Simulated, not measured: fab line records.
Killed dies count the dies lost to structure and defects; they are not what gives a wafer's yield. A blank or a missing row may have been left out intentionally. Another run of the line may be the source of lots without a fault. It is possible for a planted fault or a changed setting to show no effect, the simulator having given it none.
Comparing a struck lot with a sound one + flow sky130 + 14 steps out of a route of 708
Sound: these wafers, L862.1, L862.4, L862.6. Struck: wafers L881.3, L881.4, L881.5. Last of all comes the cause.
Each step with rows lists, per side, the tool, then ch with its chambers, then its first start. Under that, the readings that differ: sound wafers + struck wafers + difference of the means + sigmas: that difference in standard deviations of wafers without a fault.
alike: same words and numbers on both sides, and readings whose means sit less than 2 such deviations apart. not compared: any withheld reading, any reading some wafer has no value for, any bound like >300 that may hide the same value, and any number with overlapping values for which the record gives no deviation.
The two part at a step that has a row with sigmas, a row that says differs or no value, or rows on one side only. Numbers that don't overlap but have no deviation are shown without sigmas and don't part them. A reading missing from all wafers of one side parts the sides only when that side holds two or more wafers.

first, 2 steps without rows for these wafers: SKY_METAL4_PEB_11; SKY_METAL4_DEVELOP_12 (develop time 60 s).
SKY_METAL4_CD_MEAS_13 targets a cd of 300 nm.
  sound on cdSem-01 at day 43 03:59; struck on cdSem-02 at day 47 17:08
  alike: cdNm
SKY_METAL4_OVL_MEAS_14:
  sound on overlay-01 at day 43 04:07; struck on overlay-02 at day 47 17:14
| reading         | sound    | struck  | difference | sigmas |
|-----------------|----------|---------|------------|--------|
| METAL4_OVL (nm) | 14 12 11 | -1 0 -3 | -14        | -2     |
SKY_METAL4_DESCUM_15: chemistry O2, time 8 s.
  sound on rieMetal-04 ch 0,1, day 43 04:09; struck on rieMetal-03 ch 0,1, day 47 17:16
  alike: chamberPressureMTorr, drypumpMotorCurrentA, oesProductAu
  not compared: rfHoursCounterH
SKY_METAL4_ETCH_16: etches BARC in N2/H2, stops on SiO2, time 88.2 s, target depth 60 nm.
  sound on rieMetal-04 ch 0,1, day 43 04:11; struck on rieMetal-03 ch 0,1, day 47 17:19
| reading                  | sound       | struck      | difference | sigmas |
|--------------------------|-------------|-------------|------------|--------|
| drypumpMotorCurrentA (A) | 6.1 6.5 6.1 | 5.4 4.9 4.9 | -1.2       | -2     |
  alike: chamberPressureMTorr, oesProductAu, throttleValvePct
  not compared: rfHoursCounterH
SKY_METAL4_ETCH_17: etches SiO2 in C4F8/O2/Ar, stops on TiN, time 3.9 s, target depth 15 nm.
  sound on rieDiel-03 ch 0,2, day 43 04:17; struck on rieDiel-02 ch 0,1,2, day 47 17:23
  alike: chamberPressureMTorr, oesProductAu
SKY_METAL4_METAL_ETCH_18: etches the open film in Cl2/BCl3, stops on SiO2, target depth 845 nm, time 183.1 s.
  sound on rieMetal-02 ch 0,1, day 43 04:18; struck on rieMetal-02 ch 0,1, day 47 17:28
  alike: chamberPressureMTorr, drypumpMotorCurrentA, oesProductAu, throttleValvePct
  not compared: rfHoursCounterH
SKY_METAL4_STRIP_19: strips in O2/N2.
  sound on plasmaAsher-01 ch 0,1, day 43 04:29; struck on plasmaAsher-03 ch 0,1, day 47 17:37
  alike: chamberPressureMTorr, drypumpMotorCurrentA, oesProductAu, stripTimeToEndpointS
  not compared: rfHoursCounterH
then, 3 steps without rows for these wafers: SKY_METAL4_STRIP_20 (strips in post etch residue remover, time 1200 s); SKY_METAL4_CLEAN_21 (cleans in IPA, time 180 s); SKY_METAL4_CLEAN_22 (cleans in O3/DIW).
SKY_VIA4_HDPCVD_00: deposits SiO2, target thk 1750 nm, time 291.7 s.
  sound on hdpcvd-02 ch 0,2, day 43 05:04; struck on hdpcvd-02 ch 0,1, day 47 18:10
| reading                                 | sound          | struck         | difference | sigmas |
|-----------------------------------------|----------------|----------------|------------|--------|
| model.SiO2_of_VIA4_HDPCVD_00.thkNm (nm) | 1762 1765 1773 | 1009 1007 1018 | -755       |        |
  alike: pressureMtorr, sih4FlowSccm
SKY_VIA4_THK_MEAS_01:
  sound on filmMetro-01 at day 43 05:15; struck on filmMetro-02 at day 47 18:35
| reading              | sound          | struck         | difference | sigmas |
|----------------------|----------------|----------------|------------|--------|
| VIA4_HDPCVD_THK (nm) | 1761 1764 1773 | 1010 1008 1018 | -754       | -47    |
  not compared: hold

== WHERE THEY PART ==
Last at SKY_VIA4_THK_MEAS_01 as far as this record goes, first at SKY_METAL4_OVL_MEAS_14.

WHY: whatever the simulator had introduced
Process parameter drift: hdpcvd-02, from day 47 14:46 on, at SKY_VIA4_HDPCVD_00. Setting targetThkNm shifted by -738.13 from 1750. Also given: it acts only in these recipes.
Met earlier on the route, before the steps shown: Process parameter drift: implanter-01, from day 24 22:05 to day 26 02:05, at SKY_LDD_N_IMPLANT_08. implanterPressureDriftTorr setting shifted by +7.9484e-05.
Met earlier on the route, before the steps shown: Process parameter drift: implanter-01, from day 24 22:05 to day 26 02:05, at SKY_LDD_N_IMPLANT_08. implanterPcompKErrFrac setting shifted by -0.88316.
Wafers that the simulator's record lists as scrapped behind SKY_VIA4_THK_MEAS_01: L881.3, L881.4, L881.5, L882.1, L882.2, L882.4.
